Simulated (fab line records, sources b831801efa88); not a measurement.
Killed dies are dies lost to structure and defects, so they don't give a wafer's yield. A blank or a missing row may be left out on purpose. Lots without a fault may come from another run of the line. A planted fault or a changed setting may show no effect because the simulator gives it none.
Which tool did it? | flow gf180mcu | 6 lots, 18 wafers sampled, at 1 step of a route of 602

WHAT THE GAUGES READ, wafer by wafer
GF_M3_RS_MEAS_05: measures by four-point-probe.
lot  | measured     | on            | M3_ALCU_RS (ohm/sq)
L758 | day 20 08:34 | film_metro-04 | 0.0707 0.0700 0.0703
L760 | day 21 07:04 | film_metro-01 | 0.0687 0.0692 0.0692
L762 | day 21 19:32 | film_metro-02 | 0.0706 0.0705 0.0705
L767 | day 23 14:31 | film_metro-01 | 0.0688 0.0697 0.0687
L771 | day 25 05:51 | film_metro-01 | 0.0689 0.0689 0.0689
L776 | day 27 19:11 | film_metro-01 | 0.0710 0.0707 0.0708

WHICH TOOL RAN EACH LOT (tool, then ch and the chambers of the sampled wafers, then the start)
The record holds no process step before these readings.

THE ANSWER, worked out from the rows above alone
Rule: what is usual is taken from the lots themselves. Put in order of their means at a reading, lots are off if they are a third of the lots or fewer, leave a main group of 4 or more, and stand apart from it by a gap of 3 or more times the standard deviation of the main group's means; of several such gaps the widest counts. A main group whose means are all the same, to the digits that the tables above print for the reading, isn't used. A lot without any number at a reading at which 4 lots or more have one is off too. The other lots that the step has rows for count as sound.
No lot is off at any reading shown: from this, nothing can be told.

WHAT THE SIMULATOR HAD PUT IN
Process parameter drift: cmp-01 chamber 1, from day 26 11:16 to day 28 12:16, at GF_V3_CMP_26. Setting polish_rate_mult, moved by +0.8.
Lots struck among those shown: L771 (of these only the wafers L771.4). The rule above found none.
